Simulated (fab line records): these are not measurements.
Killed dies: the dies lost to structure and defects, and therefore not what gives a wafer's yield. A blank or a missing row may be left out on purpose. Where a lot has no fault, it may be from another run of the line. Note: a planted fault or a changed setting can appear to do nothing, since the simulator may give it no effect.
Which tool did it? :: flow sky130 :: 33 wafers from 11 lots sampled at 3 of the route's 708 steps

## WHAT THE GAUGES READ, wafer by wafer
SKY_SD_N_RS_MEAS_16: the measuring method here is four-point-probe.
lot: L511
measured: day 29 00:25
on: film_metro-02
SD_N_RS (ohm/sq): 68.58 68.59 68.69

lot: L512
measured: day 29 14:22
on: film_metro-03
SD_N_RS (ohm/sq): 68.40 68.55 68.36

lot: L513
measured: day 29 15:48
on: film_metro-02
SD_N_RS (ohm/sq): 68.60 68.48 68.69

lot: L514
measured: day 29 21:46
on: film_metro-02
SD_N_RS (ohm/sq): 68.75 68.68 68.73

lot: L519
measured: day 31 09:55
on: film_metro-02
SD_N_RS (ohm/sq): 68.63 68.38 68.65

lot: L521
measured: day 31 20:46
on: film_metro-02
SD_N_RS (ohm/sq): 68.52 68.57 68.51

lot: L522
measured: day 31 22:57
on: film_metro-03
SD_N_RS (ohm/sq): 68.72 68.69 68.54

lot: L526
measured: day 33 16:42
on: film_metro-02
SD_N_RS (ohm/sq): 68.61 68.53 68.71

lot: L528
measured: day 33 21:25
on: film_metro-02
SD_N_RS (ohm/sq): 67.61 67.61 67.57

lot: L529
measured: day 34 09:14
on: film_metro-03
SD_N_RS (ohm/sq): 67.46 67.44 67.56

lot: L530
measured: day 34 12:44
on: film_metro-02
SD_N_RS (ohm/sq): 67.72 67.63 67.75

## WHAT TOOL EACH LOT RAN ON (gives the tool, then ch and the chambers of the sampled wafers, and finally the start)
lot: L511
SKY_SD_N_IMPLANT_09: implanter-02 ch 0, day 28 23:44
SKY_SD_N_STRIP_11: plasma_asher-04 ch 0,1, day 29 00:01

lot: L512
SKY_SD_N_IMPLANT_09: implanter-03 ch 0, day 29 13:41
SKY_SD_N_STRIP_11: plasma_asher-04 ch 0,1, day 29 13:57

lot: L513
SKY_SD_N_IMPLANT_09: implanter-02 ch 0, day 29 15:07
SKY_SD_N_STRIP_11: plasma_asher-03 ch 0,1, day 29 15:25

lot: L514
SKY_SD_N_IMPLANT_09: implanter-03 ch 0, day 29 21:05
SKY_SD_N_STRIP_11: plasma_asher-01 ch 0,1, day 29 21:22

lot: L519
SKY_SD_N_IMPLANT_09: implanter-03 ch 0, day 31 09:14
SKY_SD_N_STRIP_11: plasma_asher-03 ch 0,1, day 31 09:31

lot: L521
SKY_SD_N_IMPLANT_09: implanter-02 ch 0, day 31 20:05
SKY_SD_N_STRIP_11: plasma_asher-04 ch 0,1, day 31 20:23

lot: L522
SKY_SD_N_IMPLANT_09: implanter-03 ch 0, day 31 22:16
SKY_SD_N_STRIP_11: plasma_asher-03 ch 0,1, day 31 22:34

lot: L526
SKY_SD_N_IMPLANT_09: implanter-02 ch 0, day 33 16:01
SKY_SD_N_STRIP_11: plasma_asher-04 ch 0,1, day 33 16:19

lot: L528
SKY_SD_N_IMPLANT_09: implanter-03 ch 0, day 33 20:43
SKY_SD_N_STRIP_11: plasma_asher-04 ch 0,1, day 33 21:01

lot: L529
SKY_SD_N_IMPLANT_09: implanter-03 ch 0, day 34 08:34
SKY_SD_N_STRIP_11: plasma_asher-04 ch 0,1, day 34 08:50

lot: L530
SKY_SD_N_IMPLANT_09: implanter-03 ch 0, day 34 12:04
SKY_SD_N_STRIP_11: plasma_asher-01 ch 0,1, day 34 12:20
- SKY_SD_N_IMPLANT_09
- SKY_SD_N_STRIP_11: strips in O2/N2.

## THE ANSWER, worked out from the rows above alone
Rule: the usual values come from the lots themselves. Put in order of their means at a reading, lots are off if they are a third of the lots or fewer, leave a main group of 4 or more, and stand apart from it by a gap of 3 or more times the standard deviation of the main group's means; of several such gaps the widest counts. Not used: any main group whose means are identical at the precision the tables above print for the reading. A lot without any number at a reading at which 4 lots or more have one is off too. All remaining lots with rows at the step are treated as sound.
Off: L528, L529, L530, at SKY_SD_N_RS_MEAS_16 (SD_N_RS). Mean 68.59 ohm/sq and standard deviation 0.079 in the main group.
A tool fits if, at a process step before that reading, it ran every lot that is off, and no sound lot after the first of them. The gauges at SKY_SD_N_RS_MEAS_16 are tried like those tools. One fits: SKY_SD_N_IMPLANT_09 on implanter-03. Its last sound lot is L522 (day 31 22:16), its first lot that is off L528 (day 33 20:43): a fault that began between those two fits.

## WHAT THE SIMULATOR HAD INSERTED
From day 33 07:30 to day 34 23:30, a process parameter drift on implanter-03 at SKY_SD_N_IMPLANT_09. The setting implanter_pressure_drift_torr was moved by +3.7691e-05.
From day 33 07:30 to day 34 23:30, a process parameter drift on implanter-03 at SKY_SD_N_IMPLANT_09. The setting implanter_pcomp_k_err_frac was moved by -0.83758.
Lots struck among those shown: L528, L529, L530. The rule given above showed the same thing.
